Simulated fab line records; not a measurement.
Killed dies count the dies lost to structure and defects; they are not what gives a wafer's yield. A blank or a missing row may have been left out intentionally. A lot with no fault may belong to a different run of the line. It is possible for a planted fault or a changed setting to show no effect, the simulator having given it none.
fab line records	flow sky130
record: lots: 6	wafers: 18	last_day: 49
route steps=708 shown LDD_HVN@275 LDD_HVP@278 LDD_LDN@289
lots that met no fault: from a run of the same line without faults
start_h: the number of hours between the record's first day and the start of the first shown wafer of the lot	wait_h: time in hours since the lot's previous step	" repeats the value in the row above	L1.1+2: one row covering several wafers at once	- value missing, or start not given	* or withheld: withheld	< > ~ a bound
route shown NAME@n: names a module that has steps shown in the file, with the first one's number in the route	usual: the fault-free wafers' mean and standard deviation	same: alike in all rows	chamber/n: place in a boat	sites: per-site readings	_std_site: standard deviation of those values	_edge_site: the outer-site mean with the inner-site mean subtracted	radius_mm: for every site, how far away it sits from the centre of the wafer	mask NAME#n: copy n	behind: the last tool/chamber to shape the wafer	hold: the reason the lot was held/the length of the hold in hours/how it ended	device: transistor that didn't switch, given as n, p or np	end of line: tests of these same wafers at the route's end	step lacking rows: just its recipe	killed: count of dies lost to structure and defects at first sort (not the wafer's yield)	map: shows each die of a wafer: x if killed, . if not, _ if none is there
set.NAME: the setting the step ran with; set.NAME@STEP: the setting that earlier step ran with	model.NAME: the simulator's own value behind a step, which no gauge read
lots at selected steps of the route; one table per step, one row per wafer
services: a tool's chamber out of use, with start hour (start_h, from the record's first day; less than 0 if before it), hours out, and reason
== steps ==
step: SKY_LDD_HVN_IMPLANT_08
recipe: species: P	energy_kev: 60	dose_cm2: 3e+13	tilt_deg: 40
step: SKY_LDD_HVN_STRIP_09
recipe: chemistry: O2/N2	power_w: 1400	pressure_mtorr: 1500	platen_temp_c: withheld	o2_flow_sccm: 3000	n2_flow_sccm: 300	overash_fraction: 0.5
usual: chamber_pressure_mTorr: 1500.1/1.5	drypump_motor_current_A: 5.9/0.51	oes_product_au: 0.408/0.0047	strip_time_to_endpoint_s: 4.132/0.014
lot.wafer	tool	chamber	start_h	wait_h	chamber_pressure_mTorr	drypump_motor_current_A	oes_product_au	rf_hours_counter_h	strip_time_to_endpoint_s
L882.1	plasma_asher-02	0	462.03	0.1	1498.3	5.3	0.404	67	4.141
L882.2	"	1	"	"	1501.2	6.6	0.407	67	4.142
L882.4	"	0	"	"	1498.7	5.3	0.393	-	4.157
L883.2	plasma_asher-04	0	482.83	0.1	1498.5	5.4	0.409	81	4.130
L883.5	"	1	"	"	1499.1	6.2	0.406	-	4.153
L883.6	"	0	"	"	1498.1	5.3	0.406	-	4.156
L887.1	plasma_asher-04	0	533.08	0.1	1497.9	5.4	0.411	85	4.119
L887.2	"	1	"	"	1502.6	6.2	0.403	85	4.137
L887.5	"	1	"	"	1501.9	6.3	0.411	-	4.120
L886.1	plasma_asher-01	1	535.48	0.1	1501.8	6.5	0.410	10	4.109
L886.2	"	0	"	"	1500.4	5.6	0.404	10	4.114
L886.3	"	1	"	"	1500.4	6.5	0.408	-	4.127
L896.1	plasma_asher-04	0	603.05	0.1	1499.9	5.4	0.403	92	4.108
L896.2	"	1	"	"	1497.6	6.2	0.411	92	4.119
L896.3	"	1	"	"	1499.5	6.3	0.406	-	4.125
L897.2	plasma_asher-01	0	613.22	0.1	1499.7	5.6	0.414	18	4.104
L897.3	"	1	"	"	1497.9	6.4	0.408	-	4.132
L897.5	"	0	"	"	1499.3	5.6	0.400	-	4.124
step: SKY_LDD_HVN_TW_MEAS_10
usual: LDD_HVN_TW: 1437/14
lot.wafer	tool	chamber	start_h	wait_h	LDD_HVN_TW
L882.1	film_metro-01	-	462.13	0.1	1433
L882.2	"	-	"	"	1434
L882.4	"	-	"	"	1440
L883.2	film_metro-01	-	482.94	0.1	1448
L883.5	"	-	"	"	1445
L883.6	"	-	"	"	1445
L887.1	film_metro-04	-	533.18	0.1	1444
L887.2	"	-	"	"	1452
L887.5	"	-	"	"	1449
L886.1	film_metro-04	-	535.58	0.1	1446
L886.2	"	-	"	"	1437
L886.3	"	-	"	"	1442
L896.1	film_metro-04	-	603.15	0.1	1454
L896.2	"	-	"	"	1453
L896.3	"	-	"	"	1458
L897.2	film_metro-04	-	613.33	0.1	1456
L897.3	"	-	"	"	1458
L897.5	"	-	"	"	1457
step: SKY_LDD_HVP_DEHYDRATE_00
recipe: temp_c: 200	time_s: 60
step: SKY_LDD_HVP_HMDS_01
recipe: prime_time_s: 60	prime_temp_c: 120
step: SKY_LDD_HVP_COAT_02
recipe: resist: NOVOLAK	spin_rpm: 3000	resist_thk_nm: 300
step: SKY_LDD_HVP_SOFTBAKE_03
recipe: temp_c: 90	time_s: 60	resist: NOVOLAK
step: SKY_LDD_HVP_EXPOSE_04
recipe: mask_id: HVPTM	na: 0.6	source_shape: conventional	sigma_outer: 0.6	polarization: unpolarized	target_cd_nm: 700	dose_mj: 86
step: SKY_LDD_HVP_PEB_05
recipe: temp_c: withheld	time_s: *	resist: NOVOLAK
step: SKY_LDD_HVP_DEVELOP_06
recipe: resist: NOVOLAK	developer: TMAH	develop_time_s: 60	dev_temp_c: 23
step: SKY_LDD_HVP_OVL_MEAS_07
usual: LDD_HVP_OVL: -0.1/1.6
lot.wafer	tool	chamber	start_h	wait_h	LDD_HVP_OVL[nm]
L882.1	overlay-01	-	492.19	0.1	0.5
L882.2	"	-	"	"	0.3
L882.4	"	-	"	"	0.0
L883.2	overlay-01	-	514.24	0.1	0.8
L883.5	"	-	"	"	0.0
L883.6	"	-	"	"	0.1
L887.1	overlay-01	-	562.49	0.2	0.2
L887.2	"	-	"	"	-0.4
L887.5	"	-	"	"	-1.3
L886.1	overlay-01	-	565.27	0.1	-1.7
L886.2	"	-	"	"	0.1
L886.3	"	-	"	"	-0.2
L896.1	overlay-02	-	632.24	0.1	-2.2
L896.2	"	-	"	"	-2.5
L896.3	"	-	"	"	-1.7
L897.2	overlay-01	-	641.90	0.1	-5.6
L897.3	"	-	"	"	-3.7
L897.5	"	-	"	"	-3.0
step: SKY_LDD_HVP_IMPLANT_08
recipe: species: B	energy_kev: 20	dose_cm2: 1.7e+13	tilt_deg: 17.9
step: SKY_LDD_HVP_STRIP_09
recipe: chemistry: O2/N2	power_w: 1400	pressure_mtorr: 1500	platen_temp_c: withheld	o2_flow_sccm: 3000	n2_flow_sccm: 300	overash_fraction: 0.5
usual: chamber_pressure_mTorr: 1500.0/1.4	drypump_motor_current_A: 5.8/0.58	oes_product_au: 0.408/0.005	strip_time_to_endpoint_s: 4.131/0.015
lot.wafer	tool	chamber	start_h	wait_h	chamber_pressure_mTorr	drypump_motor_current_A	oes_product_au	rf_hours_counter_h	strip_time_to_endpoint_s	model.NOVOLAK_of_LDD_HVP_COAT_02.thk_nm
L882.1	plasma_asher-02	0	492.38	0.1	1501.5	5.3	0.408	70	4.129	0
L882.2	"	1	"	"	1500.4	6.6	0.422	70	4.130	0
L882.4	"	0	"	"	1499.4	5.3	0.410	-	4.127	0
L883.2	plasma_asher-03	1	514.42	0.1	1497.2	6.0	0.406	38	4.162	0
L883.5	"	1	"	"	1500.3	6.0	0.407	-	4.173	0
L883.6	"	0	"	"	1501.0	5.0	0.415	-	4.158	0
L887.1	plasma_asher-03	1	562.68	0.1	-	-	-	-	-	299
L887.2	"	0	"	"	-	-	-	-	-	299.2
L887.5	"	0	"	"	-	-	-	-	-	298.8
L886.1	plasma_asher-03	0	565.45	0.1	-	-	-	-	-	299.5
L886.2	"	1	"	"	-	-	-	-	-	299.9
L886.3	"	0	"	"	-	-	-	-	-	299.9
L896.1	plasma_asher-04	0	632.42	0.1	1502.5	5.3	0.410	95	4.120	0
L896.2	"	1	"	"	1501.2	6.3	0.412	95	4.139	0
L896.3	"	1	"	"	1500.3	6.2	0.415	-	4.144	0
L897.2	plasma_asher-02	1	642.08	0.1	1501.1	6.6	0.408	84	4.150	0
L897.3	"	0	"	"	1503.0	5.3	0.417	-	4.130	0
L897.5	"	0	"	"	1503.7	5.3	0.412	-	4.126	0
step: SKY_LDD_HVP_TW_MEAS_10
usual: LDD_HVP_TW: 458.4/2.4
lot.wafer	tool	chamber	start_h	wait_h	LDD_HVP_TW
L882.1	film_metro-04	-	492.48	0.1	465.1
L882.2	"	-	"	"	460.3
L882.4	"	-	"	"	464.5
L883.2	film_metro-01	-	514.53	0.1	458.0
L883.5	"	-	"	"	454.7
L883.6	"	-	"	"	456.0
L887.1	film_metro-01	-	562.78	0.1	458.3
L887.2	"	-	"	"	457.6
L887.5	"	-	"	"	457.9
L886.1	film_metro-04	-	565.55	0.1	461.4
L886.2	"	-	"	"	457.0
L886.3	"	-	"	"	458.4
L896.1	film_metro-03	-	632.52	0.1	461.9
L896.2	"	-	"	"	459.6
L896.3	"	-	"	"	459.7
L897.2	film_metro-01	-	642.19	0.1	459.2
L897.3	"	-	"	"	460.0
L897.5	"	-	"	"	460.7
step: SKY_LDD_LDN_DEHYDRATE_00
recipe: temp_c: 200	time_s: 60
step: SKY_LDD_LDN_HMDS_01
recipe: prime_time_s: 60	prime_temp_c: 120
step: SKY_LDD_LDN_COAT_02
recipe: resist: NOVOLAK	spin_rpm: 3000	resist_thk_nm: 1140
step: SKY_LDD_LDN_SOFTBAKE_03
recipe: temp_c: 90	time_s: 60	resist: NOVOLAK
step: SKY_LDD_LDN_EXPOSE_04
recipe: mask_id: LDNTM	na: 0.6	source_shape: conventional	sigma_outer: 0.6	polarization: unpolarized	target_cd_nm: 700	dose_mj: 140
step: SKY_LDD_LDN_PEB_05
recipe: temp_c: withheld	time_s: *	resist: NOVOLAK
step: SKY_LDD_LDN_DEVELOP_06
recipe: resist: NOVOLAK	developer: TMAH	develop_time_s: 60	dev_temp_c: 23
step: SKY_LDD_LDN_OVL_MEAS_07
usual: LDD_LDN_OVL: 0.3/1.5
lot.wafer	tool	chamber	start_h	wait_h	LDD_LDN_OVL[nm]
L882.1	overlay-02	-	522.59	0.1	-2.1
L882.2	"	-	"	"	-1.9
L882.4	"	-	"	"	-1.3
L883.2	overlay-02	-	544.70	0.1	-0.2
L883.5	"	-	"	"	0.7
L883.6	"	-	"	"	-1.0
L887.1	overlay-02	-	592.14	0.1	0.1
L887.2	"	-	"	"	0.6
L887.5	"	-	"	"	0.8
L886.1	overlay-01	-	595.14	0.1	1.3
L886.2	"	-	"	"	0.8
L886.3	"	-	"	"	1.1
L896.1	overlay-02	-	660.29	0.1	-0.7
L896.2	"	-	"	"	-1.5
L896.3	"	-	"	"	-0.3
L897.2	overlay-01	-	669.05	0.1	0.1
L897.3	"	-	"	"	0.3
L897.5	"	-	"	"	0.5
step: SKY_LDD_LDN_IMPLANT_08
recipe: species: As	energy_kev: 15	dose_cm2: 1.25e+13	tilt_deg: withheld	rotation_deg: 23
step: SKY_LDD_LDN_IMPLANT_09
recipe: species: As	energy_kev: 15	dose_cm2: 1.25e+13	tilt_deg: withheld	rotation_deg: 113
step: SKY_LDD_LDN_IMPLANT_10
recipe: species: As	energy_kev: 15	dose_cm2: 1.25e+13	tilt_deg: withheld	rotation_deg: 203
step: SKY_LDD_LDN_IMPLANT_11
recipe: species: As	energy_kev: 15	dose_cm2: 1.25e+13	tilt_deg: withheld	rotation_deg: 293
step: SKY_LDD_LDN_STRIP_12
recipe: chemistry: O2/N2	power_w: 1400	pressure_mtorr: 1500	platen_temp_c: withheld	o2_flow_sccm: 3000	n2_flow_sccm: 300	overash_fraction: 0.5
usual: chamber_pressure_mTorr: 1500.0/1.2	drypump_motor_current_A: 5.7/0.59	oes_product_au: 0.715/0.0041	strip_time_to_endpoint_s: 14.17/0.046
lot.wafer	tool	chamber	start_h	wait_h	chamber_pressure_mTorr	drypump_motor_current_A	oes_product_au	rf_hours_counter_h	strip_time_to_endpoint_s
L882.1	plasma_asher-03	1	523.23	0.1	1502.3	6.0	0.715	39	14.16
L882.2	"	0	"	"	1500.2	5.0	0.718	39	14.10
L882.4	"	0	"	"	1498.4	4.9	0.716	-	14.14
L883.2	plasma_asher-02	1	545.33	0.1	1500.5	6.6	0.717	75	14.14
L883.5	"	0	"	"	1500.6	5.3	0.714	-	14.11
L883.6	"	1	"	"	1501.7	6.6	0.717	-	14.18
L887.1	plasma_asher-03	0	592.78	0.1	1499.9	5.0	0.709	45	18.77
L887.2	"	1	"	"	1501.5	5.9	0.722	45	18.73
L887.5	"	1	"	"	1499.7	5.9	0.718	-	18.73
L886.1	plasma_asher-03	0	595.78	0.1	1501.7	5.0	0.719	45	18.69
L886.2	"	1	"	"	1501.0	6.0	0.714	45	18.68
L886.3	"	1	"	"	1500.2	6.0	0.716	-	18.69
L896.1	plasma_asher-03	0	660.93	0.1	1501.8	5.0	0.710	52	14.28
L896.2	"	1	"	"	1497.6	6.0	0.714	52	14.26
L896.3	"	0	"	"	1500.4	5.0	0.719	-	14.21
L897.2	plasma_asher-02	0	669.68	0.1	1501.2	5.3	0.711	87	14.15
L897.3	"	1	"	"	1499.9	6.6	0.713	-	14.14
L897.5	"	0	"	"	1501.0	5.3	0.719	-	14.13
step: SKY_LDD_LDN_TW_MEAS_13
usual: LDD_LDN_TW: 1482/15
lot.wafer	tool	chamber	start_h	wait_h	LDD_LDN_TW
L882.1	film_metro-02	-	523.33	0.1	1460
L882.2	"	-	"	"	1459
L882.4	"	-	"	"	1461
L883.2	film_metro-03	-	545.44	0.1	1481
L883.5	"	-	"	"	1485
L883.6	"	-	"	"	1484
L887.1	film_metro-03	-	592.88	0.1	30
L887.2	"	-	"	"	30
L887.5	"	-	"	"	30
L886.1	film_metro-03	-	595.88	0.1	30
L886.2	"	-	"	"	30
L886.3	"	-	"	"	30
L896.1	film_metro-04	-	661.03	0.1	1492
L896.2	"	-	"	"	1491
L896.3	"	-	"	"	1498
L897.2	film_metro-04	-	669.79	0.1	1489
L897.3	"	-	"	"	1497
L897.5	"	-	"	"	1497
step: SKY_LDD_LDN_CLEAN_14
recipe: chemistry: SC1/SC2	mix: 1:4:20	temp_c: 70	time_s: 150	dry: n2_spin
== services ==
tool	chamber	start_h	hours	kind
plasma_asher-01	-	496.61	2.7	repair
plasma_asher-02	-	506.65	0.4	repair
plasma_asher-03	-	521.55	1.5	repair
plasma_asher-03	-	556.93	2.8	pm
plasma_asher-02	-	610.81	5.7	repair
plasma_asher-01	-	639.51	1.0	repair
plasma_asher-04	-	646.20	2.3	repair
plasma_asher-02	-	658.28	0.7	repair
== key ==
first_sign: step: SKY_LDD_HVP_STRIP_09	reading: tool_record	direction: missing
effect: step: SKY_LDD_LDN_STRIP_12	reading: strip_time_to_endpoint_s	direction: up	sigmas: 99+	usual: *	struck: *
effect: step: SKY_LDD_LDN_TW_MEAS_13	reading: LDD_LDN_TW	direction: down	sigmas: 99+	usual: 1482	struck: 30
model_effect: step: SKY_LDD_HVP_STRIP_09	value: NOVOLAK_of_LDD_HVP_COAT_02.thk_nm	without: 0	struck: 299.4
met_at SKY_LDD_HVP_STRIP_09
struck_wafers L886.1,L886.2,L886.3,L887.1,L887.2,L887.5
sort_left_out L886.1,L886.2,L886.3,L887.1,L887.2,L887.5
tester_left_out L886,L887
onset_between 514.42 562.68
fault: kind: skipped_step_whole	tool: plasma_asher-03	chamber: -	onset_h: 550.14	steps: SKY_LDD_HVP_STRIP_09	scope: struck_lots_only
tester_left_out: of these lots the tester's yield and bins aren't shown, on N5 and GAA mostly nor the transistor test; their killed dies are dies lost to structure and defects alone, not to doping, threshold or leakage, so they don't give the yield
sort_left_out: the simulated sort isn't trusted on such a fault, so these wafers' sort isn't shown, and their yield isn't known
